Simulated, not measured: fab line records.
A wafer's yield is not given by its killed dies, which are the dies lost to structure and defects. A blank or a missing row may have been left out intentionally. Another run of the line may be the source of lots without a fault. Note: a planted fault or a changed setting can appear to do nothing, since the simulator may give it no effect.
What tool caused it?    flow sfqLine    at 1 step of a route of 325, 15 lots with 43 wafers sampled

## WHAT THE GAUGES READ, wafer by wafer
The record lacks any reading of a measuring or inspecting step that a usual standard deviation could be used to judge.

## TOOL THAT RAN EACH LOT (tool first, then ch and the chambers of the sampled wafers, then the start)
lot   SFQ_TRILAYER_I5_LITHO_PEB_147
L283  lithoTrack-04 ch 0, day 63 07:17
L285  lithoTrack-01 ch 0, day 63 15:57
L286  lithoTrack-03 ch 0, day 63 19:17
L288  lithoTrack-03 ch 0, day 64 03:41
L290  lithoTrack-01 ch 0, day 64 10:32
L291  lithoTrack-03 ch 0, day 65 02:08
L292  lithoTrack-04 ch 0, day 65 20:15
L293  lithoTrack-04 ch 0, day 66 04:41
L298  lithoTrack-01 ch 0, day 66 20:17
L299  lithoTrack-01 ch 0, day 66 21:29
L301  lithoTrack-01 ch 0, day 67 05:38
L303  lithoTrack-04 ch 0, day 67 15:37
L304  lithoTrack-04 ch 0, day 67 20:25
L305  lithoTrack-03 ch 0, day 68 00:02
L306  lithoTrack-04 ch 0, day 68 02:05
- SFQ_TRILAYER_I5_LITHO_PEB_147: peb time 60 s.

## WHAT THE TOOLS THEMSELVES READ (means of the sampled wafers that have a number; where no wafer has one, the mark that the record gives instead)
SFQ_TRILAYER_I5_LITHO_PEB_147.
lot   tool           exhaustPa (Pa)  heaterPowerTotalW (W)
L283  lithoTrack-04  46.1            79.20
L285  lithoTrack-01  46.0            79.20
L286  lithoTrack-03  44.7            79.12
L288  lithoTrack-03  45.9            79.19
L290  lithoTrack-01  45.2            79.18
L291  lithoTrack-03  45.7            79.17
L292  lithoTrack-04  44.7            79.17
L293  lithoTrack-04  44.9            79.10
L298  lithoTrack-01  44.8            80.84
L299  lithoTrack-01  44.8            79.99
L301  lithoTrack-01  45.2            79.71
L303  lithoTrack-04  46.0            79.20
L304  lithoTrack-04  44.6            79.20
L305  lithoTrack-03  44.5            79.10
L306  lithoTrack-04  45.2            79.09

## THE ANSWER, worked out from the rows above alone
Rule: the lots themselves supply what counts as usual. Put in order of their means at a reading, lots are off if they are a third of the lots or fewer, leave a main group of 4 or more, and stand apart from it by a gap of 3 or more times the standard deviation of the main group's means; of several such gaps the widest counts. A main group whose means are all the same, to the digits that the tables above print for the reading, isn't used. Also off: a lot with no number at a reading for which 4 or more lots have one. Any other lot the step has rows for is counted as sound. The gauges are gone through in route order, then the tools' own readings, and for those a lot's mean is taken as printed above. The first step at which some lot is off is used, and at that step the reading that is off furthest; a lot without a number counts as furthest.
Off: L298, L299, L301, at SFQ_TRILAYER_I5_LITHO_PEB_147 (heaterPowerTotalW). Mean 79.16 W and standard deviation 0.042 in the main group.
A tool fits if, at that step or a process step before it, it ran every lot that is off, and no sound lot after the first of them. One candidate fits, namely lithoTrack-01 at SFQ_TRILAYER_I5_LITHO_PEB_147. Its last sound lot is L290 (day 64 10:32), its first lot that is off L298 (day 66 20:17): a fault that began between those two fits.
The tool's own readings at SFQ_TRILAYER_I5_LITHO_PEB_147 bear it out: on the lots that are off they differ by more than 5 times the standard deviation of the sound lots' means. heaterPowerTotalW reads 80.18 W there against 79.16 W on the sound lots.

## WHAT WAS PUT IN BY THE SIMULATOR
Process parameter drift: lithoTrack-01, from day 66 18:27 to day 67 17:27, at SFQ_TRILAYER_I5_LITHO_PEB_147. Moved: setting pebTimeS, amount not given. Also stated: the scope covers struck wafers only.
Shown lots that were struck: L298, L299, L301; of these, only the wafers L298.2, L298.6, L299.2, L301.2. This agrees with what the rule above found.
